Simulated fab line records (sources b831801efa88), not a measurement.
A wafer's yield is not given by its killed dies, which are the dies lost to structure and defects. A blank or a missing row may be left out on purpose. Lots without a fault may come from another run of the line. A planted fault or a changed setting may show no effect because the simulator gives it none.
Matching of chambers + flow sky130 + 4 sister chambers for SKY_LI_CONTACT_CMP_02 on cmp-02
The step polishes PSG. 4 wafers are shown with their chamber, then 8 later ones without.

## WAFERS WITH THEIR CHAMBER
| wafer  | chamber | motor current A (A) |
|--------|---------|---------------------|
| L582.2 | 1       | 12.3                |
| L588.3 | 2       | 11.0                |
| L588.6 | 3       | 9.9                 |
| L593.1 | 0       | 13.6                |

## WAFERS WHOSE CHAMBER IS MISSING
| wafer  | motor current A (A) |
|--------|---------------------|
| L593.2 | 11.8                |
| L593.6 | 11.0                |
| L594.1 | 13.1                |
| L594.3 | 11.5                |
| L594.6 | 10.3                |
| L599.4 | 12.2                |
| L599.5 | 11.3                |
| L599.6 | 12.0                |

## WHICH CHAMBER EACH WENT THROUGH
| wafer  | from the rows above     | in truth |
|--------|-------------------------|----------|
| L593.2 | can't be placed: 1 or 2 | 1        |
| L593.6 | 2                       | 2        |
| L594.1 | can't be placed: 0 or 1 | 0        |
| L594.3 | can't be placed: 2 or 1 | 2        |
| L594.6 | can't be placed: 3 or 2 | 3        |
| L599.4 | 1                       | 1        |
| L599.5 | can't be placed: 2 or 1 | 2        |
| L599.6 | can't be placed: 1 or 2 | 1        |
2 of 8 placed correctly. Unplaceable from these rows: 6, with the true chamber sitting among the candidates in 6. Wrongly placed: 0.
How it was worked out, from the rows above alone: a wafer's distance from a chamber is the root of the sum, over the readings, of the square of ((its reading less the chamber's mean) divided by the reading's scatter). The wafer belongs to the nearest chamber; if the next one is less than 2 further off, it can't be placed. For every chamber, the mean is computed from those of its wafers that are shown. The scatter: root of mean squared gap, hidden wafer to nearest shown wafer, with one shown wafer a chamber.
